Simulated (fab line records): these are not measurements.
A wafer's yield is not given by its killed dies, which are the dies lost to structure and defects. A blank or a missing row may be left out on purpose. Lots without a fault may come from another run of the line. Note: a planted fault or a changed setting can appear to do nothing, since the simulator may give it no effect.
Which tool was responsible? ; flow sky130 ; 14 lots, 42 wafers sampled, at 5 steps of a route of 708

## WHAT EACH GAUGE READ, for each wafer
SKY_POLY_GATE_OVL_MEAS_14.
lot;measured;on;POLY_GATE_OVL (nm)
L450;day 16 11:12;overlay-01;4 1 3
L451;day 16 18:02;overlay-01;-5 -2 -2
L453;day 17 23:19;overlay-01;6 -2 0
L454;day 18 10:29;overlay-01;-1 4 1
L456;day 18 16:49;overlay-01;-7 -1 -5
L457;day 19 06:02;overlay-02;9 -2 5
L458;day 19 17:29;overlay-01;-11 -7 -3
L459;day 20 08:46;overlay-02;-15 -9 -5
L460;day 20 15:15;overlay-01;-4 -4 -1
L461;day 20 23:22;overlay-02;-1 -10 -7
L463;day 21 09:34;overlay-02;-8 -3 -5
L464;day 22 05:43;overlay-02;-6 -6 -9
L465;day 22 06:20;overlay-01;6 -4 -4
L472;day 24 09:37;overlay-01;-3 -4 -4

SKY_POLY_CUT_OVL_MEAS_09.
lot;measured;on;POLY_CUT_OVL (nm)
L450;day 24 11:04;overlay-02;-8 0 -14
L451;day 24 16:07;overlay-01;-6 1 -9
L453;day 25 23:36;overlay-02;2 1 4
L454;day 26 09:50;overlay-02;-5 -10 -6
L456;day 26 18:05;overlay-01;-6 3 8
L457;day 27 04:13;overlay-01;-9 -14 -10
L458;day 27 12:03;overlay-01;-1 -10 -6
L459;day 28 05:13;overlay-01;14 16 -2
L460;day 28 12:15;overlay-01;-8 -8 -6
L461;day 28 17:42;overlay-01;0 -6 2
L463;day 29 04:30;overlay-01;-3 -4 -4
L464;day 29 22:03;overlay-01;-5 -1 -1
L465;day 30 03:48;overlay-02;-8 2 -4
L472;day 31 23:00;overlay-02;-5 -6 -2

## TOOL THAT RAN EACH LOT (tool first, then ch and the chambers of the sampled wafers, then the start)
lot;SKY_POLY_GATE_STRIP_18;SKY_LDD_LDN_COAT_02;SKY_LDD_LDN_STRIP_12
L450;plasmaAsher-04 ch 0,1, day 16 11:28;lithoTrack-04 ch 0, day 22 09:11;plasmaAsher-02 ch 0,1, day 23 00:59
L451;plasmaAsher-01 ch 0,1, day 16 18:18;lithoTrack-02 ch 0, day 22 17:21;plasmaAsher-02 ch 0,1, day 23 08:52
L453;plasmaAsher-04 ch 1, day 17 23:35;lithoTrack-02 ch 0, day 23 23:00;plasmaAsher-03 ch 0, day 24 14:58
L454;plasmaAsher-04 ch 0,1, day 18 10:44;lithoTrack-02 ch 0, day 24 10:15;plasmaAsher-03 ch 1, day 25 01:52
L456;plasmaAsher-04 ch 0,1, day 18 17:06;lithoTrack-04 ch 0, day 24 17:56;plasmaAsher-04 ch 0,1, day 25 09:55
L457;plasmaAsher-04 ch 0,1, day 19 06:19;lithoTrack-01 ch 0, day 25 04:06;plasmaAsher-04 ch 0,1, day 25 20:15
L458;plasmaAsher-04 ch 0,1, day 19 17:45;lithoTrack-01 ch 0, day 25 13:31;plasmaAsher-04 ch 0,1, day 26 04:55
L459;plasmaAsher-01 ch 0,1, day 20 09:02;lithoTrack-02 ch 0, day 26 04:56;plasmaAsher-04 ch 0,1, day 26 20:52
L460;plasmaAsher-04 ch 1, day 20 15:31;lithoTrack-02 ch 0, day 26 14:05;plasmaAsher-02 ch 0,1, day 27 05:35
L461;plasmaAsher-04 ch 0,1, day 20 23:39;lithoTrack-01 ch 0, day 26 19:12;plasmaAsher-04 ch 0,1, day 27 10:10
L463;plasmaAsher-04 ch 1, day 21 09:51;lithoTrack-01 ch 0, day 27 06:27;plasmaAsher-02 ch 0,1, day 27 21:37
L464;plasmaAsher-02 ch 0,1, day 22 05:59;lithoTrack-01 ch 0, day 27 23:40;plasmaAsher-04 ch 0,1, day 28 14:44
L465;plasmaAsher-04 ch 0,1, day 22 06:36;lithoTrack-02 ch 0, day 28 00:36;plasmaAsher-03 ch 0,1, day 28 16:13
L472;plasmaAsher-04 ch 0,1, day 24 09:53;lithoTrack-02 ch 0, day 30 02:08;plasmaAsher-04 ch 0,1, day 30 16:43
- SKY_POLY_GATE_STRIP_18: strips in O2/N2.
- SKY_LDD_LDN_COAT_02: resist thk 1140 nm.
- SKY_LDD_LDN_STRIP_12: strips in O2/N2.

## AS READ BY THE TOOLS THEMSELVES (means over the sampled wafers that have a number; for cases with no such wafer, the mark the record gives instead)
SKY_POLY_GATE_STRIP_18.
lot;tool;drypumpMotorCurrentA (A);oesProductAu (a.u.);stripTimeToEndpointS (s)
L450;plasmaAsher-04;5.88;0.362;3.20
L451;plasmaAsher-01;6.02;0.363;3.19
L453;plasmaAsher-04;5.67;0.359;3.13
L454;plasmaAsher-04;5.77;0.359;3.17
L456;plasmaAsher-04;5.79;0.362;3.16
L457;plasmaAsher-04;5.87;0.362;3.16
L458;plasmaAsher-04;5.87;0.361;3.14
L459;plasmaAsher-01;5.73;0.365;3.20
L460;plasmaAsher-04;5.68;0.367;3.15
L461;plasmaAsher-04;5.78;0.354;3.12
L463;plasmaAsher-04;5.70;0.360;3.20
L464;plasmaAsher-02;5.65;0.360;3.17
L465;plasmaAsher-04;5.78;0.358;3.12
L472;plasmaAsher-04;5.76;0.364;3.18

SKY_LDD_LDN_STRIP_12.
lot;tool;drypumpMotorCurrentA (A);oesProductAu (a.u.);stripTimeToEndpointS (s)
L450;plasmaAsher-02;5.7;0.713;14.17
L451;plasmaAsher-02;5.7;0.717;14.24
L453;plasmaAsher-03;5.1;0.712;14.16
L454;plasmaAsher-03;6.0;0.716;14.16
L456;plasmaAsher-04;5.8;0.712;14.15
L457;plasmaAsher-04;5.9;0.720;14.20
L458;plasmaAsher-04;5.9;0.715;14.13
L459;plasmaAsher-04;5.8;0.716;14.21
L460;plasmaAsher-02;5.7;0.720;14.14
L461;plasmaAsher-04;5.9;0.712;14.15
L463;plasmaAsher-02;5.7;0.458;5.39
L464;plasmaAsher-04;5.9;0.461;5.40
L465;plasmaAsher-03;5.7;0.712;14.17
L472;plasmaAsher-04;5.9;0.717;14.17

## THE ANSWER, worked out from the rows above alone
Rule: usual is defined by the lots themselves. Put in order of their means at a reading, lots are off if they are a third of the lots or fewer, leave a main group of 4 or more, and stand apart from it by a gap of 3 or more times the standard deviation of the main group's means; of several such gaps the widest counts. A main group is skipped when, at the precision printed for the reading in the tables above, its means are all equal. Also off: a lot with no number at a reading for which 4 or more lots have one. All remaining lots with rows at the step are treated as sound. After the gauges, taken in route order, come the tools' own readings; for these a lot's mean is taken, as printed above. The first step at which some lot is off is used, and at that step the reading that is off furthest; a lot without a number counts as furthest.
Off: L463, L464 (SKY_LDD_LDN_STRIP_12, stripTimeToEndpointS). Mean 14.17 s and standard deviation 0.03 in the main group.
If a tool, at that step or one of the process steps before it, ran each lot that is off and ran no sound lot following the first of them, it fits. One fits: SKY_LDD_LDN_COAT_02 on lithoTrack-01. A fault onset in the window from L461 (day 26 19:12, its last sound lot) to L463 (day 27 06:27, its first lot off) fits.

## WHAT THE SIMULATOR PUT IN
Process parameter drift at SKY_LDD_LDN_COAT_02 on lithoTrack-01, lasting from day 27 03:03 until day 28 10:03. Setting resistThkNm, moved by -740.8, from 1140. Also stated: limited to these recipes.
Shown lots that were struck: L463, L464. The rule given above showed the same thing.
